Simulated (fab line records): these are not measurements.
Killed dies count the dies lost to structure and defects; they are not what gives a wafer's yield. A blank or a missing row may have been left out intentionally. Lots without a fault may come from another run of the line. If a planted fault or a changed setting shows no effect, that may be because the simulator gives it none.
Problem report in the 8D (eight disciplines) form, filled by code ; flow sky130 ; the parts of the form that need people (team, actions taken, sign-off) are left out

1. THE ISSUE
Wafers with no fault read 125.9 s with a standard deviation of 0.38, whereas run_length_s at SKY_FIELD_ISO_ETCH_17 reads a mean of 117.6 s on 1 wafer of 1 lot. Relative to the usual mean, that is a shift of -22 standard deviations.
The step: etches Si in HBr/Cl2/O2, target depth 342 nm, time 97.7 s.
The first sign was on wafer L491.5 at day 4 18:15, on rie_si-01. The record holds 33 wafers of 11 lots with a number at this step. The rule behind "out" and "out of limits": a value lying over 4 standard deviations away from the usual mean. The rest of the wafers with a number are treated as sound.

2. WHAT IT IS, WHAT IT ISN'T
question;is;is not
which readings at this step;run_length_s;O2_flow_sccm, chamber_pressure_mTorr, drypump_motor_current_A, oes_product_au, throttle_valve_pct
which lots;L491;L479, L480, L481, L487, L492, L493, L494, L499, L501, L502
which wafers of those lots;L491.5;L491.1, L491.6
read on which tools;rie_si-01;rie_si-02
when;from day 4 18:15;"up to then (14 sound wafers); but 18 sound wafers of L492, L493, L494, L499, L501, L502 came after"

3. THE SUSPECTS, EACH WITH WHAT RULES IT OUT
Counting: a tool at a process step up to the reading stays a suspect if it ran every lot that is out. Sound lots after the first of them don't rule it out here, since some wafers of a struck lot are sound.
- rie_si-01 at SKY_FIELD_ISO_ETCH_17 (etches Si in HBr/Cl2/O2, target depth 342 nm, time 97.7 s): kept. The lot that is out, L491, ran on it at day 4 18:15; the last sound lot it ran before that was L487, at day 3 22:44. Its own run_length_s readings are out on those wafers.
- Within rie_si-01 at SKY_FIELD_ISO_ETCH_17: the wafers that are out ran in chamber 3; their sound lot-mates ran in chambers 0, 1.
Remaining after the count: rie_si-01 at SKY_FIELD_ISO_ETCH_17.

4. THE CAUSE (what the simulator had put in)
rie_si-01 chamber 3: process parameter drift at SKY_FIELD_ISO_ETCH_17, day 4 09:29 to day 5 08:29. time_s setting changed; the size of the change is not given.
The count eliminated every tool but this one.

5. THE EFFECT CHAIN, in route order
Rows list readings where the struck wafers' mean (over those with a number) sits beyond 3 standard deviations from the usual. Only readings for which the record gives a usual standard deviation are gone through. hours: the time from each lot's start at the first step in this table that gives one to its start at this step, as a median over the lots. sigmas: the change in usual standard deviations.
hours;step;reading;usual;on struck wafers;change;sigmas
0;SKY_FIELD_ISO_ETCH_17;run_length_s;125.9 s;117.6;-8.3;-22
Its process steps:
- SKY_FIELD_ISO_ETCH_17: etches Si in HBr/Cl2/O2, target depth 342 nm, time 97.7 s.
Later steps that measure or inspect, where all struck wafers having a row at the step show a number for every such reading and not one has moved that far: SKY_VT_ADJUST_HVTR_OVL_MEAS_08.

6. WHAT WOULD HAVE CAUGHT IT SOONER
In this record the first reading out of limits was taken at day 4 18:15, 9 hours after the fault began at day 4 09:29.
